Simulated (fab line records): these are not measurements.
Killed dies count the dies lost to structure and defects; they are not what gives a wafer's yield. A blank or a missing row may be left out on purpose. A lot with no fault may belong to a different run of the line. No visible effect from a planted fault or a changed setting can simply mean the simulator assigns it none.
fab line records ; flow gf180mcu
record lots=13; wafers=39; last-day=34
route steps=602 shown HV_LDD@214 PSD@261 SAB@264 CONTACT@303
lots that met no fault: taken from a fault-free run of the same line
start-h: the number of hours between the record's first day and the start of the first shown wafer of the lot ; wait-h: hours from the lot's prior step to this one ; " as in the row above ; L1.1+2: one row covering several wafers at once ; - either no value or no given start ; * or withheld: withheld ; < > ~ a bound
route shown NAME@n: NAME is a module with steps in the file, n the number in the route of the first one ; usual: the fault-free wafers' mean and standard deviation ; same: alike in all rows ; chamber/n: place in a boat ; sites: readings site by site ; _std_site: how widely they spread, as a standard deviation ; _edge_site: inner sites' mean taken away from outer sites' mean ; radius-mm: how far each site lies from the wafer's centre ; mask NAME#n: copy n ; behind: tool/chamber where the wafer was last shaped ; hold: cause of the lot's hold/its duration in hours/its outcome ; device: which transistor (n, p or np) failed to switch ; end of line: tests of these same wafers at the route's end ; a step without rows: its recipe alone ; killed: not the wafer's yield, but the dies lost to structure and defects at the first sort ; map: a wafer's dies, marking killed ones x, the rest . and places with no die _
set.NAME: the run value of the setting; set.NAME@STEP: its run value at that earlier step ; model.NAME: the simulator's own value behind a step, which no gauge read
the route's steps for a sample of lots (tables are steps, rows are wafers)
services: a tool's chamber out of use, with start hour (start-h, from the record's first day; less than 0 if before it), hours out, and reason
## steps
# step GF_HV_LDD_TW_MEAS_38
# usual HV_LDD_3_TW=1429/17
lot.wafer;tool;chamber;start-h;wait-h;HV_LDD_3_TW
L443.4;film-metro-04;-;257.71;0.1;1415
L443.5;film-metro-04;-;257.71;0.1;1414
L443.6;film-metro-04;-;257.71;0.1;1409
L445.1;film-metro-03;-;276.15;0.1;1435
L445.2;film-metro-03;-;276.15;0.1;1436
L445.6;film-metro-03;-;276.15;0.1;1433
L446.1;film-metro-03;-;282.68;0.1;1424
L446.3;film-metro-03;-;282.68;0.1;1431
L446.5;film-metro-03;-;282.68;0.1;1424
L448.2;film-metro-03;-;301.16;0.1;1419
L448.4;film-metro-03;-;301.16;0.1;1415
L448.5;film-metro-03;-;301.16;0.1;1419
L449.4;film-metro-02;-;303.38;0.1;1449
L449.5;film-metro-02;-;303.38;0.1;1453
L449.6;film-metro-02;-;303.38;0.1;1457
L450.3;film-metro-02;-;319.38;0.1;1453
L450.5;film-metro-02;-;319.38;0.1;1457
L450.6;film-metro-02;-;319.38;0.1;1451
L452.1;film-metro-04;-;337.16;0.1;1409
L452.3;film-metro-04;-;337.16;0.1;1398
L452.4;film-metro-04;-;337.16;0.1;1410
L453.1;film-metro-04;-;344.58;0.1;1410
L453.3;film-metro-04;-;344.58;0.1;1403
L453.6;film-metro-04;-;344.58;0.1;1412
L454.4;film-metro-02;-;353.56;0.1;1450
L454.5;film-metro-02;-;353.56;0.1;1454
L454.6;film-metro-02;-;353.56;0.1;1461
L456.1;film-metro-04;-;364.26;0.1;1416
L456.5;film-metro-04;-;364.26;0.1;1421
L456.6;film-metro-04;-;364.26;0.1;1423
L462.1;film-metro-02;-;414.66;0.1;1463
L462.4;film-metro-02;-;414.66;0.1;1452
L462.5;film-metro-02;-;414.66;0.1;1459
L463.2;film-metro-03;-;428.80;0.1;1422
L463.5;film-metro-03;-;428.80;0.1;1414
L463.6;film-metro-03;-;428.80;0.1;1420
L465.1;film-metro-04;-;440.44;0.1;1423
L465.2;film-metro-04;-;440.44;0.1;1418
L465.3;film-metro-04;-;440.44;0.1;1418
# step GF_PSD_RTA_13
# recipe temp-c=1025; time-s=20; ambient=N2
# usual lamp-power-pct=38.1/0.55; wafer_temp_C_max=1030.1/1.9
lot.wafer;tool;chamber;start-h;wait-h;lamp-power-pct;wafer_temp_C_max
L443.4;rtp-anneal-02;0;318.78;0.0;37.7;1027.8
L443.5;rtp-anneal-02;0;318.78;0.0;37.7;1029.7
L443.6;rtp-anneal-02;0;318.78;0.0;37.6;1028.8
L445.1;rtp-anneal-01;0;340.27;0.0;38.8;1031.0
L445.2;rtp-anneal-01;0;340.27;0.0;38.8;1029.7
L445.6;rtp-anneal-01;0;340.27;0.0;38.8;1031.8
L446.1;rtp-anneal-02;0;346.37;0.0;37.7;1029.0
L446.3;rtp-anneal-02;0;346.37;0.0;37.6;1029.3
L446.5;rtp-anneal-02;0;346.37;0.0;37.7;1028.0
L448.2;rtp-anneal-02;0;366.28;0.0;37.7;1028.7
L448.4;rtp-anneal-02;0;366.28;0.0;37.7;1029.3
L448.5;rtp-anneal-02;0;366.28;0.0;37.7;1029.0
L449.4;rtp-anneal-02;0;370.95;0.1;37.7;1029.6
L449.5;rtp-anneal-02;0;370.95;0.1;37.7;1028.2
L449.6;rtp-anneal-02;0;370.95;0.1;37.7;1028.7
L450.3;rtp-anneal-02;0;386.39;0.0;37.7;1030.3
L450.5;rtp-anneal-02;0;386.39;0.0;37.7;1029.6
L450.6;rtp-anneal-02;0;386.39;0.0;37.7;1028.8
L452.1;rtp-anneal-02;0;407.52;0.0;37.6;1030.4
L452.3;rtp-anneal-02;0;407.52;0.0;37.7;1028.8
L452.4;rtp-anneal-02;0;407.52;0.0;37.7;1028.5
L453.1;rtp-anneal-01;0;415.62;0.0;38.8;1031.4
L453.3;rtp-anneal-01;0;415.62;0.0;38.9;1031.5
L453.6;rtp-anneal-01;0;415.62;0.0;38.8;1030.1
L454.4;rtp-anneal-02;0;424.05;0.0;37.7;1028.1
L454.5;rtp-anneal-02;0;424.05;0.0;37.6;1028.6
L454.6;rtp-anneal-02;0;424.05;0.0;37.7;1029.1
L456.1;rtp-anneal-02;0;440.22;0.0;37.7;1029.4
L456.5;rtp-anneal-02;0;440.22;0.0;37.7;1029.9
L456.6;rtp-anneal-02;0;440.22;0.0;37.7;1028.2
L462.1;rtp-anneal-01;0;492.00;0.0;38.9;1032.5
L462.4;rtp-anneal-01;0;492.00;0.0;38.8;1032.3
L462.5;rtp-anneal-01;0;492.00;0.0;38.8;1032.4
L463.2;rtp-anneal-01;0;504.18;0.0;38.8;1032.7
L463.5;rtp-anneal-01;0;504.18;0.0;38.9;1032.4
L463.6;rtp-anneal-01;0;504.18;0.0;38.8;1032.7
L465.1;rtp-anneal-02;0;516.50;0.0;37.6;1028.9
L465.2;rtp-anneal-02;0;516.50;0.0;37.6;1028.6
L465.3;rtp-anneal-02;0;516.50;0.0;37.6;1027.8
# step GF_SAB_CVD_00
# recipe material=SiO2; target-thk-nm=50; precursor=TEOS; temp-c=400; time-s=4.9302; rf-w=600
# usual heater-power-w=606/94
lot.wafer;tool;chamber;start-h;wait-h;heater-power-w
L443.4;pecvd-02;1;319.07;0.0;675
L443.5;pecvd-02;2;319.07;0.0;643
L443.6;pecvd-02;0;319.07;0.0;485
L445.1;pecvd-01;1;340.59;0.1;443
L445.2;pecvd-01;2;340.59;0.1;697
L445.6;pecvd-01;1;340.59;0.1;441
L446.1;pecvd-01;2;346.69;0.1;715
L446.3;pecvd-01;1;346.69;0.1;507
L446.5;pecvd-01;0;346.69;0.1;695
L448.2;pecvd-03;0;366.66;0.1;602
L448.4;pecvd-03;0;366.66;0.1;601
L448.5;pecvd-03;2;366.66;0.1;662
L449.4;pecvd-03;1;371.28;0.0;658
L449.5;pecvd-03;0;371.28;0.0;677
L449.6;pecvd-03;2;371.28;0.0;656
L450.3;pecvd-03;2;386.69;0.1;521
L450.5;pecvd-03;0;386.69;0.1;711
L450.6;pecvd-03;2;386.69;0.1;529
L452.1;pecvd-03;2;407.84;0.1;612
L452.3;pecvd-03;1;407.84;0.1;533
L452.4;pecvd-03;0;407.84;0.1;618
L453.1;pecvd-01;1;415.94;0.1;489
L453.3;pecvd-01;2;415.94;0.1;803
L453.6;pecvd-01;0;415.94;0.1;632
L454.4;pecvd-01;0;424.34;0.0;589
L454.5;pecvd-01;1;424.34;0.0;483
L454.6;pecvd-01;2;424.34;0.0;782
L456.1;pecvd-03;0;440.55;0.1;590
L456.5;pecvd-03;1;440.55;0.1;590
L456.6;pecvd-03;2;440.55;0.1;554
L462.1;pecvd-02;2;492.33;0.1;659
L462.4;pecvd-02;0;492.33;0.1;425
L462.5;pecvd-02;1;492.33;0.1;593
L463.2;pecvd-03;1;504.49;0.1;637
L463.5;pecvd-03;2;504.49;0.1;614
L463.6;pecvd-03;1;504.49;0.1;642
L465.1;pecvd-01;0;516.83;0.1;583
L465.2;pecvd-01;1;516.83;0.1;451
L465.3;pecvd-01;2;516.83;0.1;760
# step GF_SAB_THK_MEAS_01
# recipe reads=SiO2_of_SAB_CVD_00
# usual SAB_CVD_00_THK=50.0/0.68
lot.wafer;tool;chamber;start-h;wait-h;SAB_CVD_00_THK[nm]
L443.4;film-metro-03;-;319.11;0.0;51.2
L443.5;film-metro-03;-;319.11;0.0;51.0
L443.6;film-metro-03;-;319.11;0.0;49.9
L445.1;film-metro-01;-;340.61;0.0;48.9
L445.2;film-metro-01;-;340.61;0.0;49.7
L445.6;film-metro-01;-;340.61;0.0;49.5
L446.1;film-metro-01;-;346.71;0.0;50.0
L446.3;film-metro-01;-;346.71;0.0;49.6
L446.5;film-metro-01;-;346.71;0.0;50.0
L448.2;film-metro-02;-;366.72;0.0;49.1
L448.4;film-metro-02;-;366.72;0.0;50.3
L448.5;film-metro-02;-;366.72;0.0;50.2
L449.4;film-metro-02;-;371.32;0.0;50.3
L449.5;film-metro-02;-;371.32;0.0;49.7
L449.6;film-metro-02;-;371.32;0.0;50.2
L450.3;film-metro-03;-;386.73;0.0;49.6
L450.5;film-metro-03;-;386.73;0.0;50.4
L450.6;film-metro-03;-;386.73;0.0;50.9
L452.1;film-metro-02;-;407.86;0.0;65.2
L452.3;film-metro-02;-;407.86;0.0;49.0
L452.4;film-metro-02;-;407.86;0.0;65.8
L453.1;film-metro-02;-;415.96;0.0;50.1
L453.3;film-metro-02;-;415.96;0.0;50.8
L453.6;film-metro-02;-;415.96;0.0;50.2
L454.4;film-metro-01;-;424.38;0.0;50.3
L454.5;film-metro-01;-;424.38;0.0;50.3
L454.6;film-metro-01;-;424.38;0.0;51.3
L456.1;film-metro-03;-;440.57;0.0;65.4
L456.5;film-metro-03;-;440.57;0.0;50.8
L456.6;film-metro-03;-;440.57;0.0;50.5
L462.1;film-metro-01;-;492.35;0.0;50.2
L462.4;film-metro-01;-;492.35;0.0;49.3
L462.5;film-metro-01;-;492.35;0.0;49.4
L463.2;film-metro-02;-;504.52;0.0;49.5
L463.5;film-metro-02;-;504.52;0.0;50.1
L463.6;film-metro-02;-;504.52;0.0;50.1
L465.1;film-metro-03;-;516.85;0.0;50.5
L465.2;film-metro-03;-;516.85;0.0;49.8
L465.3;film-metro-03;-;516.85;0.0;50.3
# step GF_CONTACT_ETCH_16
# recipe chemistry=N2/H2; target-depth-a=withheld; overetch-a=withheld; time-s=withheld; target=BARC; ion-energy-ev=200; source-w=500; bias-w=100; pressure-mtorr=30; n2-flow-sccm=100; h2-flow-sccm=200
# usual drypump-motor-current-A=5.8/0.64; oes-product-au=0.855/0.0051; throttle-valve-pct=13.224/0.0095
lot.wafer;tool;chamber;start-h;wait-h;drypump-motor-current-A;oes-product-au;throttle-valve-pct
L443.4;rie-diel-01;2;362.33;0.0;6.6;0.855;13.235
L443.5;rie-diel-01;3;362.33;0.0;5.6;0.864;13.224
L443.6;rie-diel-01;0;362.33;0.0;6.7;0.850;13.226
L445.1;rie-diel-01;1;384.41;0.0;4.9;0.855;13.235
L445.2;rie-diel-01;0;384.41;0.0;6.7;0.852;13.207
L445.6;rie-diel-01;1;384.41;0.0;4.9;0.853;13.225
L446.1;rie-diel-01;0;392.19;0.0;6.7;0.849;13.240
L446.3;rie-diel-01;2;392.19;0.0;6.5;0.857;13.217
L446.5;rie-diel-01;2;392.19;0.0;6.5;0.851;13.218
L448.2;rie-diel-01;2;413.19;0.0;6.5;0.853;13.223
L448.4;rie-diel-01;3;413.19;0.0;5.7;0.851;13.232
L448.5;rie-diel-01;1;413.19;0.0;4.9;0.851;13.223
L449.4;rie-diel-01;3;418.99;0.0;5.6;0.857;13.222
L449.5;rie-diel-01;1;418.99;0.0;4.9;0.845;13.221
L449.6;rie-diel-01;0;418.99;0.0;6.7;0.860;13.227
L450.3;rie-diel-02;1;434.73;0.0;4.9;0.868;13.220
L450.5;rie-diel-02;2;434.73;0.0;6.0;0.862;13.230
L450.6;rie-diel-02;3;434.73;0.0;5.2;0.859;13.240
L452.1;rie-diel-01;1;457.74;0.0;4.9;0.855;13.233
L452.3;rie-diel-01;0;457.74;0.0;6.7;0.843;13.234
L452.4;rie-diel-01;3;457.74;0.0;5.7;0.847;13.219
L453.1;rie-diel-01;3;465.76;0.0;5.7;0.851;13.233
L453.3;rie-diel-01;0;465.76;0.0;6.7;0.852;13.211
L453.6;rie-diel-01;3;465.76;0.0;5.6;0.852;13.219
L454.4;rie-diel-01;2;474.55;0.0;6.6;0.852;13.223
L454.5;rie-diel-01;0;474.55;0.0;6.7;0.848;13.224
L454.6;rie-diel-01;3;474.55;0.0;5.7;0.850;13.240
L456.1;rie-diel-01;3;491.08;0.0;5.7;0.847;13.227
L456.5;rie-diel-01;1;491.08;0.0;4.9;0.862;13.211
L456.6;rie-diel-01;2;491.08;0.0;6.6;0.853;13.211
L462.1;rie-diel-02;2;539.77;0.0;6.0;0.864;13.220
L462.4;rie-diel-02;0;539.77;0.0;6.4;0.855;13.241
L462.5;rie-diel-02;2;539.77;0.0;6.0;0.858;13.218
L463.2;rie-diel-04;3;550.89;0.0;5.1;0.858;13.214
L463.5;rie-diel-04;2;550.89;0.0;5.9;0.851;13.229
L463.6;rie-diel-04;3;550.89;0.0;5.1;0.856;13.226
L465.1;rie-diel-02;0;563.27;0.0;6.4;0.854;13.235
L465.2;rie-diel-02;2;563.27;0.0;6.0;0.853;13.229
L465.3;rie-diel-02;1;563.27;0.0;4.9;0.864;13.234
## services
tool;chamber;start-h;hours;kind
rie-diel-01;2;313.50;26.4;repair
rie-diel-02;1;339.45;10.5;repair
rie-diel-01;0;344.88;2.7;repair
rie-diel-04;-;358.34;14.6;pm
rie-diel-01;1;360.48;22.4;repair
pecvd-01;-;368.88;14.0;pm
pecvd-01;0;368.88;46.4;vent-cycle
pecvd-01;1;368.88;46.4;vent-cycle
pecvd-01;2;368.88;46.4;vent-cycle
pecvd-01;-;377.68;37.6;repair
rie-diel-04;1;378.72;4.8;repair
rie-diel-01;2;380.89;3.3;repair
pecvd-01;0;382.88;-;clean
pecvd-01;1;382.88;-;clean
pecvd-01;2;382.88;-;clean
rie-diel-02;2;393.19;5.9;repair
pecvd-02;-;409.37;1.5;repair
rie-diel-01;1;470.03;8.1;repair
rie-diel-04;-;474.31;0.9;repair
rie-diel-02;1;500.24;4.7;repair
rie-diel-04;-;504.73;0.1;repair
rie-diel-01;1;522.08;2.8;repair
rie-diel-02;-;542.55;0.4;repair
pecvd-03;-;557.25;2.8;pm
## key
first-sign step=GF_SAB_THK_MEAS_01; reading=SAB_CVD_00_THK; direction=up; sigmas=23; usual=50.0; struck=65.5
effect none on later readings
met-at GF_SAB_CVD_00
struck-lots L452,L456
struck-wafers L452.1,L452.4,L456.1
tester-left-out L452,L456
not-acting-at GF_HV_LDD_TW_MEAS_38,GF_PSD_RTA_13,GF_CONTACT_ETCH_16
onset-between 386.69 407.84
fault kind=process-parameter-drift; tool=pecvd-03; chamber=-; onset-h=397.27; steps=GF_SAB_CVD_00; channel=target-thk-nm; offset=16.433; shape=step; end-h=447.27; scope=struck-wafers-only; acts-in=these-recipes-only; stated=50
# tester-left-out: of these lots the tester's yield and bins aren't shown, on N5 and GAA mostly nor the transistor test; their killed dies are dies lost to structure and defects alone, not to doping, threshold or leakage, so they don't give the yield
